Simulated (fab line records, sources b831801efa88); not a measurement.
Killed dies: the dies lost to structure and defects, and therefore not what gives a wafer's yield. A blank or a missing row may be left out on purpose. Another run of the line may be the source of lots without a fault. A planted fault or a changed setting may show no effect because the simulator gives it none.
The tool behind it: which one? | flow sky130 | 10 lots with 30 wafers sampled at 3 steps, on a route of 708 steps

WHAT EACH GAUGE READ, for each wafer
SKY_VIA2_RS_MEAS_22: measures by four-point-probe.
lot  | measured     | on           | VIA2_W_RS (ohm/sq)
L656 | day 36 11:27 | filmMetro-02 | 0.2720 0.2756 0.2738
L659 | day 37 13:46 | filmMetro-01 | 0.2704 0.2676 0.2697
L661 | day 38 03:31 | filmMetro-02 | 0.2765 0.2736 0.2794
L665 | day 39 17:56 | filmMetro-03 | 0.2696 0.2710 0.2725
L666 | day 40 00:30 | filmMetro-01 | 0.2668 0.2701 0.2733
L667 | day 40 18:24 | filmMetro-02 | 0.2706 0.3615 0.3628
L668 | day 40 23:53 | filmMetro-03 | 0.3722 0.3710 0.2718
L669 | day 41 01:08 | filmMetro-03 | 0.2675 0.2709 0.2674
L670 | day 41 08:19 | filmMetro-01 | 0.2677 0.2664 0.2694
L678 | day 43 00:31 | filmMetro-03 | 0.2707 0.2737 0.2714

WHICH TOOL RAN EACH LOT (tool, then ch and the chambers of the sampled wafers, then the start)
lot  | SKY_VIA2_SPUTTER_20         | SKY_VIA2_CVD_21
L656 | pvdSputter-01, day 36 11:14 | cvdW-02 ch 0,1, day 36 11:18
L659 | pvdSputter-01, day 37 13:32 | cvdW-02 ch 0,1, day 37 13:38
L661 | pvdSputter-03, day 38 03:10 | cvdW-01 ch 0, day 38 03:19
L665 | pvdSputter-01, day 39 17:44 | cvdW-02 ch 0,1, day 39 17:47
L666 | pvdSputter-03, day 40 00:17 | cvdW-02 ch 0,1, day 40 00:21
L667 | pvdSputter-01, day 40 18:11 | cvdW-02 ch 1, day 40 18:15
L668 | pvdSputter-04, day 40 23:39 | cvdW-02 ch 0,1, day 40 23:45
L669 | pvdSputter-03, day 41 00:56 | cvdW-01 ch 0,1, day 41 01:00
L670 | pvdSputter-03, day 41 08:06 | cvdW-01 ch 0,1, day 41 08:10
L678 | pvdSputter-04, day 43 00:20 | cvdW-01 ch 0,1, day 43 00:23
- SKY_VIA2_SPUTTER_20: material TiN, target thk 20 nm, time 80 s.
- SKY_VIA2_CVD_21: deposits W, target thk 420 nm, time 126.4 s.

THE ANSWER, worked out from the rows above alone
Rule: the lots themselves supply what counts as usual. The widest of any qualifying gaps counts: lots, ordered by their means at a reading, are off when they make up no more than a third of the lots, leave a main group of 4 or more, and stand apart from it by 3 or more times the standard deviation of that group's means. A main group whose means are all the same, to the digits that the tables above print for the reading, isn't used. Also off: a lot with no number at a reading for which 4 or more lots have one. Any other lot the step has rows for is counted as sound.
Off: L667, L668, at SKY_VIA2_RS_MEAS_22 (VIA2_W_RS). For the main group the mean is 0.2711 ohm/sq and the standard deviation 0.0027.
A tool fits if, at a process step before that reading, it ran every lot that is off, and no sound lot after the first of them. Gauges at SKY_VIA2_RS_MEAS_22: tried the same way as those tools. One candidate fits, namely cvdW-02 at SKY_VIA2_CVD_21. A fault onset in the window from L666 (day 40 00:21, its last sound lot) to L667 (day 40 18:15, its first lot off) fits.

WHAT THE SIMULATOR HAD INSERTED
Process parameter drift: cvdW-02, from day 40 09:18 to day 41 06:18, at SKY_VIA2_CVD_21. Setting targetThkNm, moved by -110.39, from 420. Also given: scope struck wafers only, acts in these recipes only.
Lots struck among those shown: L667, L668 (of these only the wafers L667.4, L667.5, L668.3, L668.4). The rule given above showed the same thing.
